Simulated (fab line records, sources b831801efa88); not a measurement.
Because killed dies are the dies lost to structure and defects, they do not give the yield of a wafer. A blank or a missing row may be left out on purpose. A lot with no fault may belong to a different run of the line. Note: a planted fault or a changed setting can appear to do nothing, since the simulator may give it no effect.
Which tool was responsible? + flow sky130 + 39 wafers from 13 lots sampled at 3 of the route's 708 steps

== WHAT EACH GAUGE READ, for each wafer ==
SKY_VIA3_CD_MEAS_12: target cd 200 nm. Usual: cd nm reads 200.3 nm (standard deviation 1.2).
| lot  | measured     | on        | cd nm (nm)        | flag |
|------|--------------|-----------|-------------------|------|
| L304 | day 39 19:59 | cd sem-01 | 199.9 199.9 199.3 |      |
| L307 | day 40 18:25 | cd sem-01 | 200.0 199.4 200.0 |      |
| L309 | day 40 19:23 | cd sem-02 | 202.3 200.4 200.4 |      |
| L308 | day 40 21:11 | cd sem-02 | 197.8 197.8 197.3 |      |
| L312 | day 42 05:22 | cd sem-02 | 200.5 200.3 201.3 |      |
| L313 | day 42 04:40 | cd sem-01 | 201.7 200.4 201.2 |      |
| L315 | day 42 05:01 | cd sem-02 | 200.3 202.1 200.6 |      |
| L314 | day 42 16:32 | cd sem-02 | 201.4 200.2 200.6 |      |
| L320 | day 44 05:49 | cd sem-02 | 198.1 198.8 197.4 |      |
| L323 | day 45 13:04 | cd sem-02 | 200.7 200.8 200.2 |      |
| L324 | day 45 17:11 | cd sem-01 | 201.0 201.1 200.6 |      |
| L326 | day 45 21:17 | cd sem-01 | 202.2 201.9 201.1 |      |
| L327 | day 45 23:38 | cd sem-02 | 198.7 199.7 199.7 |      |

== WHICH TOOL RAN EACH LOT (tool, then ch and the chambers of the sampled wafers, then the start) ==
| lot  | SKY_CAPM_METAL_ETCH_13            | SKY_VIA3_HMDS_05                  |
|------|-----------------------------------|-----------------------------------|
| L304 | rie metal-04 ch 1, day 37 14:55   | litho track-01 ch 0, day 39 07:11 |
| L307 | rie metal-04 ch 0,1, day 38 14:40 | litho track-03 ch 0, day 40 04:37 |
| L309 | rie metal-01 ch 0,1, day 38 15:34 | litho track-02 ch 0, day 40 05:42 |
| L308 | rie metal-04 ch 0,1, day 38 17:37 | litho track-01 ch 0, day 40 08:04 |
| L312 | rie metal-04 ch 0,1, day 40 01:37 | litho track-01 ch 0, day 41 17:32 |
| L313 | rie metal-01 ch 0,1, day 40 01:52 | litho track-02 ch 0, day 41 16:52 |
| L315 | rie metal-03 ch 0, day 40 02:10   | litho track-03 ch 0, day 41 17:16 |
| L314 | rie metal-01 ch 0,1, day 40 15:16 | litho track-02 ch 0, day 42 03:18 |
| L320 | rie metal-03 ch 0,1, day 42 06:52 | litho track-01 ch 0, day 43 18:50 |
| L323 | rie metal-04 ch 0,1, day 43 14:25 | litho track-03 ch 0, day 45 01:07 |
| L324 | rie metal-03 ch 0,1, day 43 18:22 | litho track-01 ch 0, day 45 05:14 |
| L326 | rie metal-01 ch 0,1, day 43 23:04 | litho track-01 ch 0, day 45 10:34 |
| L327 | rie metal-03 ch 0,1, day 44 00:19 | litho track-01 ch 0, day 45 13:31 |
- SKY_CAPM_METAL_ETCH_13: etches TiN in Cl2/BCl3, stops on SiO2, target depth 220 nm, time 62.9 s.
- SKY_VIA3_HMDS_05: prime time 60 s.

== WHAT THE TOOLS THEMSELVES READ (means of the sampled wafers that have a number; where no wafer has one, the mark that the record gives instead) ==
SKY_CAPM_METAL_ETCH_13. Usual: drypump motor current A 5.7 A, standard deviation 0.31; oes product au 0.941 a.u., standard deviation 0.0067; throttle valve pct 21.901 %, standard deviation 0.0094.
| lot  | tool         | drypump motor current A (A) | oes product au (a.u.) | throttle valve pct (%) | flag |
|------|--------------|-----------------------------|-----------------------|------------------------|------|
| L304 | rie metal-04 | 6.1                         | 0.939                 | 21.906                 |      |
| L307 | rie metal-04 | 5.8                         | 0.936                 | 21.897                 |      |
| L309 | rie metal-01 | 5.9                         | 0.939                 | 21.895                 |      |
| L308 | rie metal-04 | 5.5                         | 0.947                 | 21.905                 |      |
| L312 | rie metal-04 | 5.8                         | 0.935                 | 21.909                 |      |
| L313 | rie metal-01 | 5.8                         | 0.941                 | 21.896                 |      |
| L315 | rie metal-03 | 5.1                         | 0.944                 | 21.902                 |      |
| L314 | rie metal-01 | 5.8                         | 0.946                 | 21.904                 |      |
| L320 | rie metal-03 | 5.4                         | 0.939                 | 21.904                 |      |
| L323 | rie metal-04 | 5.8                         | 0.943                 | 21.899                 |      |
| L324 | rie metal-03 | 5.4                         | 0.938                 | 21.902                 |      |
| L326 | rie metal-01 | 5.8                         | 0.940                 | 21.906                 |      |
| L327 | rie metal-03 | 5.4                         | 0.939                 | 21.895                 |      |

SKY_VIA3_HMDS_05. Usual: prime temp c reads 120.02 C (standard deviation 0.14).
| lot  | tool           | prime temp c (C) | flag |
|------|----------------|------------------|------|
| L304 | litho track-01 | 120.04           |      |
| L307 | litho track-03 | 120.17           |      |
| L309 | litho track-02 | 119.89           |      |
| L308 | litho track-01 | 120.06           |      |
| L312 | litho track-01 | 119.90           |      |
| L313 | litho track-02 | 119.92           |      |
| L315 | litho track-03 | 120.02           |      |
| L314 | litho track-02 | 120.00           |      |
| L320 | litho track-01 | 120.12           |      |
| L323 | litho track-03 | 120.00           |      |
| L324 | litho track-01 | 119.90           |      |
| L326 | litho track-01 | 113.82           | OFF  |
| L327 | litho track-01 | 113.79           | OFF  |

== THE ANSWER, worked out from the rows above alone ==
Rule: a lot is off if the mean of its wafers that have a number lies more than 3 standard deviations from the usual mean. A lot without any number at a reading at which 4 lots or more have one is off too. Where the step has rows for the other lots, those lots are counted as sound. The gauges are gone through in route order, then the tools' own readings, and for those a lot's mean is taken as printed above. The first step at which some lot is off is used, and at that step the reading that is off furthest; a lot without a number counts as furthest.
Off, at SKY_VIA3_HMDS_05 on prime temp c: L326, L327.
If a tool, at that step or one of the process steps before it, ran each lot that is off and ran no sound lot following the first of them, it fits. One fits: SKY_VIA3_HMDS_05 on litho track-01. A fault onset in the window from L324 (day 45 05:14, its last sound lot) to L326 (day 45 10:34, its first lot off) fits.
On the lots that are off, the tool's own readings at SKY_VIA3_HMDS_05 differ by more than 5 times the standard deviation of the sound lots' means, which bears it out; prime temp c reads 113.81 C there versus 120.00 C on the sound lots.

== WHAT HAD BEEN PUT IN BY THE SIMULATOR ==
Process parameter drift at SKY_VIA3_HMDS_05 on litho track-01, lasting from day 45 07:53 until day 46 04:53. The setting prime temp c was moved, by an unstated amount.
Struck lots among those shown: L326, L327. The rule given above showed the same thing.
